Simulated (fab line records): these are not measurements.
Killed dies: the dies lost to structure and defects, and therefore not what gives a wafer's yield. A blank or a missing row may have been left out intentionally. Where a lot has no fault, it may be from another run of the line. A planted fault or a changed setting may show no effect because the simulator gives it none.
Struck lot and sound lot, side by side / flow sfqLine / 42 steps out of a route of 325
Sound: wafers L615.2, L615.3, L615.5. The struck wafers were L625.1, L625.6. At the end, the cause is stated.
Each step with rows lists, per side, the tool, then ch with its chambers, then its first start. Under that, the readings that differ: sound wafers / struck wafers / difference of the means / sigmas: that difference in standard deviations of wafers without a fault.
alike: same words and numbers on both sides, and readings whose means sit less than 2 such deviations apart. not compared: any withheld reading, any reading some wafer has no value for, any bound like >300 that may hide the same value, and any number with overlapping values for which the record gives no deviation.
A row with sigmas, a row that says differs or no value, or rows on one side alone: a step with any of these is where the two part. Non-overlapping numbers with no deviation appear without sigmas and do not part them. A reading that every wafer of one side lacks parts them only if that side has two wafers or more.

first, 6 steps without rows for these wafers: SFQ_TRILAYER_M0_LITHO_COAT_026 (resist thk 62 nm); SFQ_TRILAYER_M0_LITHO_COAT_021 (resist thk 600 nm); SFQ_TRILAYER_M0_LITHO_SOFTBAKE_025; SFQ_TRILAYER_M0_LITHO_EXPOSE_022 (exposes mask M0, target cd 500 nm); SFQ_TRILAYER_M0_LITHO_PEB_024 (peb time 60 s); SFQ_TRILAYER_M0_LITHO_DEVELOP_023 (time 60 s).
SFQ_M0_OVL_MEAS_906:
  sound: overlay-01 at day 12 00:16; struck: overlay-01 at day 16 15:52
  alike: M0_OVL
SFQ_TRILAYER_M0_BARC_OPEN_METAL_ETCH_031: etches BARC in O2, target depth 125 nm, time 41.7 s.
  sound on rieMetal-03 ch 0, day 12 00:17; struck on rieMetal-03 ch 1, day 16 15:54
reading=biasW (W); sound=80.61 80.53 80.15; struck=79.64 79.95; difference=-0.64; sigmas=-2
reading=oesProductAu (a.u.); sound=0.691 0.688 0.682; struck=0.669 0.683; difference=-0.011; sigmas=-2
  alike: chamberPressureMTorr, drypumpMotorCurrentA
  not compared: rfHoursCounterH
SFQ_TRILAYER_M0_ETCH_METAL_ETCH_024: etches Nb in Cl2/Ar, stops on SiO2, target depth 240 nm, time 120 s.
  sound on rieMetal-03 ch 0, day 12 00:21; struck on rieMetal-03 ch 1, day 16 15:58
  alike: biasW, chamberPressureMTorr, drypumpMotorCurrentA, oesProductAu
  not compared: rfHoursCounterH
then, 3 steps without rows for these wafers: SFQ_TRILAYER_M0_STRIP_STRIP_025 (strips in O2); SFQ_TRILAYER_M0_STRIP_SOLV_CLEAN_026 (cleans in NMP, time 600 s); SFQ_TRILAYER_I0_DEP_PECVD_027 (deposits SiO2 from SiH4/N2O, time 111.11 s, target thk 500 nm).
SFQ_TRILAYER_I0_CMP_CMP_028: polishes SiO2.
  sound on cmp-01 ch 0,2, day 12 01:50; struck on cmp-01 ch 0, day 16 22:19
reading=timeToEndpointS (s); sound=216 215 224; struck=266 280; difference=+55; sigmas=+7
reading=model.SiO2_of_TRILAYER_I0_DEP_PECVD_027.thkNm (nm); sound=200.8 199.2 199.8; struck=298.4 304.2; difference=+101.4; sigmas=
  alike: motorCurrentA
SFQ_I0_BOW_MEAS_907:
  sound: filmMetro-01 at day 12 04:21; struck: filmMetro-04 at day 17 00:49
  alike: I0_BOW
SFQ_TRILAYER_I0_METRO_MEASURE_029:
  sound: filmMetro-01 at day 12 04:39; struck: filmMetro-04 at day 17 00:56
reading=thkNm (nm); sound=200.9 199.3 199.8; struck=298.5 304.6; difference=+101.6; sigmas=+78
then, 6 steps without rows for these wafers: SFQ_TRILAYER_I0_VIA_LITHO_COAT_036 (resist thk 62 nm); SFQ_TRILAYER_I0_VIA_LITHO_COAT_031 (resist thk 650 nm); SFQ_TRILAYER_I0_VIA_LITHO_SOFTBAKE_035; SFQ_TRILAYER_I0_VIA_LITHO_EXPOSE_032 (exposes mask I0, target cd 500 nm); SFQ_TRILAYER_I0_VIA_LITHO_PEB_034 (peb time 60 s); SFQ_TRILAYER_I0_VIA_LITHO_DEVELOP_033 (time 60 s).
-- the record jumps here: 6 days lie between the struck wafers' starts before and after --
SFQ_I0_OVL_MEAS_908:
  sound: overlay-01 at day 17 14:36; struck: overlay-01 at day 23 10:29
  alike: I0_OVL
then, 1 step without rows for these wafers: SFQ_TRILAYER_I0_VIA_BARC_OPEN_VIA_ETCH_046 (etches BARC in O2, target depth 125 nm, time 41.7 s).
SFQ_TRILAYER_I0_VIA_ETCH_VIA_ETCH_034: etches SiO2 in CHF3, stops on Nb, target depth 260 nm.
  sound on rieDiel-01 ch 0,1,3, day 17 14:40; struck on rieDiel-01 ch 0,1, day 23 10:34
reading=oesProductAu (a.u.); sound=0.852 0.854 0.842; struck=1.013 0.982; difference=+0.148; sigmas=+27
reading=model.I0.featureDepthNm (nm); sound=200.8 199.2 199.8; struck=260.8 255.7; difference=+58.3; sigmas=
reading=model.etch.depthNm (nm); sound=200.8 199.2 199.8; struck=260.8 255.7; difference=+58.3; sigmas=
  alike: biasW, chamberPressureMTorr, drypumpMotorCurrentA
SFQ_TRILAYER_I0_VIA_STRIP_STRIP_035: strips in O2.
  sound on rieMetal-01 ch 1, day 17 14:47; struck on rieMetal-01 ch 0,1, day 23 10:41
  alike: chamberPressureMTorr, drypumpMotorCurrentA, oesProductAu
  not compared: rfHoursCounterH
then, 1 step without rows for these wafers: SFQ_TRILAYER_I0_VIA_STRIP_SOLV_CLEAN_036 (cleans in NMP, time 600 s).
SFQ_TRILAYER_M1_DEP_PRE_CLEAN_038: time 22.5 s.
  sound: pvdSputter-05 at day 17 15:34; struck: pvdSputter-05 at day 23 11:28
reading=model.SiO2_of_TRILAYER_I0_DEP_PECVD_027.thkNm (nm); sound=193.3 191.7 192.3; struck=290.9 296.7; difference=+101.4; sigmas=
SFQ_TRILAYER_M1_DEP_SPUTTER_037: material Nb, target thk 200 nm, time 133.3 s.
  sound: pvdSputter-05 at day 17 15:36; struck: pvdSputter-05 at day 23 11:30
reading=throttleValvePct (%); sound=31.4 30.7 31.9; struck=27.8 27.8; difference=-3.5; sigmas=-4
SFQ_M1_RS_MEAS_909: the measuring method here is four-point-probe.
  sound: filmMetro-04 at day 17 15:43; struck: filmMetro-02 at day 23 11:35
reading=M1_NB_RS (ohm/sq); sound=0.912 0.913 0.910; struck=0.882 0.876; difference=-0.033; sigmas=-3
then, 6 steps without rows for these wafers: SFQ_TRILAYER_M1_LITHO_COAT_044 (resist thk 62 nm); SFQ_TRILAYER_M1_LITHO_COAT_039 (resist thk 600 nm); SFQ_TRILAYER_M1_LITHO_SOFTBAKE_043; SFQ_TRILAYER_M1_LITHO_EXPOSE_040 (exposes mask M1, target cd 500 nm); SFQ_TRILAYER_M1_LITHO_PEB_042 (peb time 60 s); SFQ_TRILAYER_M1_LITHO_DEVELOP_041 (time 60 s).
-- the record jumps here: 7 days lie between the struck wafers' starts before and after --
SFQ_M1_OVL_MEAS_911:
  sound: overlay-02 at day 24 09:13; struck: overlay-01 at day 30 01:38
  alike: M1_OVL
SFQ_TRILAYER_M1_BARC_OPEN_METAL_ETCH_054: etches BARC in O2, target depth 125 nm, time 41.7 s.
  sound on rieMetal-03 ch 1, day 24 09:15; struck on rieMetal-01 ch 1, day 30 01:40
  alike: biasW, chamberPressureMTorr, drypumpMotorCurrentA, oesProductAu
  not compared: rfHoursCounterH
then, 4 steps without rows for these wafers: SFQ_TRILAYER_M1_ETCH_METAL_ETCH_042 (etches Nb in Cl2/Ar, stops on SiO2, target depth 240 nm, time 120 s); SFQ_TRILAYER_M1_STRIP_STRIP_043 (strips in O2); SFQ_TRILAYER_M1_STRIP_SOLV_CLEAN_044 (cleans in NMP, time 600 s); SFQ_TRILAYER_I1_DEP_PECVD_045 (deposits SiO2 from SiH4/N2O, time 111.11 s, target thk 500 nm).
-- the record jumps here: 60 days lie between the struck wafers' starts before and after --
SFQ_M8_BOW_MEAS_951:
  sound: filmMetro-04 at day 79 09:51; struck: filmMetro-02 at day 90 13:23
reading=model.etest.i0.linkOhm; sound=1.993 2.002 1.993; struck=1e+06 1e+06; difference=+1e+06; sigmas=
  alike: M8_BOW

WHERE THEY PART
First at SFQ_TRILAYER_M0_BARC_OPEN_METAL_ETCH_031; last, within this record, at SFQ_M1_RS_MEAS_909. Later steps at which nothing parts them and some readings are alike: SFQ_M1_OVL_MEAS_911, SFQ_TRILAYER_M1_BARC_OPEN_METAL_ETCH_054, SFQ_M8_BOW_MEAS_951.

WHY: what the simulator had put in
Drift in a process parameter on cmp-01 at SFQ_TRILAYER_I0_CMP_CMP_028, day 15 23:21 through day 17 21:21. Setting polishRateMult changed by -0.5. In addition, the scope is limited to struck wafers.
